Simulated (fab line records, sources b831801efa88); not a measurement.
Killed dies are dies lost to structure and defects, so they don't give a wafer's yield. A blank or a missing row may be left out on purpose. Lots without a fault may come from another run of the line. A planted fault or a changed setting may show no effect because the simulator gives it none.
Chamber matching | flow sky130 | SKY_VIA2_CMP_02 on cmp-01: 4 sister chambers
The step polishes SiO2. 14 wafers are shown with their chamber, then 7 later ones without.

WAFERS WITH THEIR CHAMBER
wafer  | chamber | motor_current_A (A) | slurry_flow_ml_min | head_pressure_psi (psi)
L485.2 | 3       | 10.4                | 149.3              | 3.989
L485.3 | 2       | 12.4                | 150.9              | 3.994
L485.5 | 1       | 12.2                | 149.6              | 4.009
L491.1 | 1       | 12.1                | 150.5              | 4.004
L491.2 | 3       | 11.1                | 150.0              | 4.007
L491.5 | 0       | 12.1                | 148.8              | 3.992
L492.1 | 1       | 11.7                | 149.0              | 3.994
L492.4 | 0       | 12.5                | 149.5              | 3.974
L492.6 | 0       | 12.3                | 150.1              | 3.996
L494.2 | 1       | 11.9                | 150.2              | 4.004
L494.4 | 0       | 12.5                | 150.3              | 4.011
L494.5 | 3       | 10.8                | 149.1              | 3.988
L493.2 | 1       | 11.5                | 149.5              | 4.012
L493.4 | 0       | 12.4                | 149.8              | 3.990

SIGNATURES (means of the wafers above)
reading            | chamber 0 | chamber 1 | chamber 2 | chamber 3 | scatter within a chamber
motor_current_A    | 12.360    | 11.880    | 12.400    | 10.767    | 0.262
slurry_flow_ml_min | 149.700   | 149.760   | 150.900   | 149.467   | 0.569
head_pressure_psi  | 3.99260   | 4.00460   | 3.99400   | 3.99467   | 0.0106
Rule: a wafer's distance from a chamber is the root of the sum, over the readings, of the square of ((its reading less the chamber's mean) divided by the reading's scatter). The wafer belongs to the nearest chamber; if the next one is less than 2 further off, it can't be placed. The scatter: the root of (the sum of the squares of (reading less its chamber's mean) over the shown wafers, divided by (wafers less chambers)).

WAFERS WITHOUT THEIR CHAMBER
wafer  | motor_current_A (A) | slurry_flow_ml_min | head_pressure_psi (psi)
L493.5 | 11.4                | 149.2              | 3.992
L498.3 | 11.8                | 149.4              | 3.990
L498.5 | 11.6                | 150.3              | 3.990
L498.6 | 10.7                | 149.2              | 3.999
L499.1 | 11.9                | 149.8              | 3.994
L499.2 | 12.2                | 150.4              | 4.001
L499.6 | 12.1                | 150.6              | 3.995

WHICH CHAMBER EACH WENT THROUGH
wafer  | from the rows above               | in truth
L493.5 | can't be placed: 1 or 3 or 0      | 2
L498.3 | can't be placed: 1 or 0 or 2      | 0
L498.5 | can't be placed: 1 or 0 or 2 or 3 | 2
L498.6 | 3                                 | 3
L499.1 | can't be placed: 1 or 0 or 2      | 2
L499.2 | can't be placed: 2 or 0 or 1      | 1
L499.6 | can't be placed: 2 or 0 or 1      | 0
Placed correctly: 1 of 7. Can't be placed from these rows: 6 (the true chamber is among the candidates in 5). Placed wrongly: 0.
